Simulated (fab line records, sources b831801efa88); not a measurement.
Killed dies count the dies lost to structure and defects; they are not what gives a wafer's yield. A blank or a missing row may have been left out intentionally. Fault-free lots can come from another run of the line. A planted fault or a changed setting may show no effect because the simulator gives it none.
Problem report, 8D (eight disciplines) form, completed by code ; flow gf180mcu ; the parts of the form that need people (team, actions taken, sign-off) are left out

1. WHAT IS WRONG
At GF_VT_IMPLANT_IMPLANT_19, dose ions cm2 averages 4.60e+12 over 6 wafers from 2 lots, while fault-free wafers read 4.35e+12, standard deviation 4.1e+09. Measured from the usual mean, that is +60 standard deviations.
First seen on wafer L894.1, day 10 00:56, on implanter-04. Wafers with a number at this step in the record: 42, from 14 lots. Rule for "out", or "out of limits": more than 4 standard deviations from the usual mean. The rest of the wafers with a number are treated as sound.

2. WHAT IT IS, WHAT IT ISN'T
question;is;is not
which readings at this step;dose ions cm2;-
which lots;L894, L895;L880, L882, L883, L884, L885, L886, L896, L897, L898, L901, L902, L903
which wafers of those lots;all that have a number;-
read on which tools;implanter-04;implanter-02, implanter-03
when;from day 10 00:56;"up to then (18 sound wafers); but 18 sound wafers of L896, L897, L898, L901, L902, L903 came after"

3. SUSPECTS, AND WHAT RULES EACH OUT
Counting: a tool at any process step up to the reading remains a suspect when it ran all the lots that are out and ran no sound lot after the first of those.
- implanter-04 at GF_VT_IMPLANT_IMPLANT_19: kept. It processed each lot that is out, first L894 at day 10 00:56, and no sound lot thereafter; up to then, the last sound lot it processed was L885 at day 7 14:05. Its own readings are out on those wafers: dose ions cm2.
Left after counting: implanter-04 at GF_VT_IMPLANT_IMPLANT_19.

4. THE CAUSE (what the simulator had put in)
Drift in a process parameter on implanter-04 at GF_VT_IMPLANT_IMPLANT_19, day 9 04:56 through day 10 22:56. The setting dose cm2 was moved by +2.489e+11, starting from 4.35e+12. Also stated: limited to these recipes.
The count eliminated every tool but this one.

5. THE CHAIN OF EFFECTS, in route order
Rows list readings where the struck wafers' mean (over those with a number) sits beyond 3 standard deviations from the usual. Only readings for which the record gives a usual standard deviation are gone through. hours: the time from each lot's start at the first step in this table that gives one to its start at this step, as a median over the lots. sigmas: the change in usual standard deviations.
hours;step;reading;usual;on struck wafers;change;sigmas
0;GF_VT_IMPLANT_IMPLANT_19;dose ions cm2;4.35e+12;4.60e+12;+2.47e+11;+60
Process steps it contains:
- GF_VT_IMPLANT_IMPLANT_19
Later steps that measure or inspect, where all struck wafers having a row at the step show a number for every such reading and not one has moved that far: GF_HV_LDD_THK_MEAS_57, GF_SALICIDE_RS_MEAS_04, GF_CONTACT_THK_MEAS_01.

6. HOW IT WOULD HAVE BEEN CAUGHT EARLIER
In this record no reading fell out of limits until day 10 00:56, 20 hours after the fault had begun at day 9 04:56.
